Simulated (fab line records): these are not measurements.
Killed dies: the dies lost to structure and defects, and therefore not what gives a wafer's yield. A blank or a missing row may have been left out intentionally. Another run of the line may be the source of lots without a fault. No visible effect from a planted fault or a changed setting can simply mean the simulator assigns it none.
Chamber matching	flow sky130	SKY_VIA2_ETCH_15 on rie-diel-01: 4 sister chambers
The step etches SiO2 in C4F8/O2/Ar, stops on TiN, target depth 546 nm, time 84 s. 4 wafers are shown with their chamber, then 9 later ones without.

WAFERS WITH THEIR CHAMBER
wafer	chamber	oes-product-au (a.u.)
L084.3	1	0.951
L084.4	3	0.931
L093.4	0	0.948
L093.6	2	0.946

WAFERS MISSING THEIR CHAMBER
wafer	oes-product-au (a.u.)
L095.1	0.935
L095.2	0.943
L095.3	0.945
L095.4	0.940
L095.5	0.940
L095.6	0.945
L097.1	0.938
L097.4	0.941
L097.6	0.944

CHAMBER TAKEN BY EACH
wafer	from the rows above	in truth
L095.1	can't be placed: 3 or 2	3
L095.2	can't be placed: 2 or 0 or 1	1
L095.3	can't be placed: 2 or 0 or 1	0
L095.4	can't be placed: 2 or 0 or 3 or 1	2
L095.5	can't be placed: 2 or 0 or 3 or 1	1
L095.6	can't be placed: 2 or 0 or 1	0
L097.1	can't be placed: 3 or 2 or 0 or 1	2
L097.4	can't be placed: 2 or 0 or 3 or 1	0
L097.6	can't be placed: 2 or 0 or 1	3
Correct placement for 0 of the 9. Can't be placed from these rows: 9 (the true chamber is among the candidates in 8). 0 placed wrongly.
How it was worked out, from the rows above alone: a wafer's distance from a chamber is the root of the sum, over the readings, of the square of ((its reading less the chamber's mean) divided by the reading's scatter). The wafer belongs to the nearest chamber; if the next one is less than 2 further off, it can't be placed. Each chamber's mean is taken over the wafers shown for it. The scatter (one wafer shown for each chamber): square how far every hidden wafer sits from the nearest shown wafer, average those squares and take the square root.
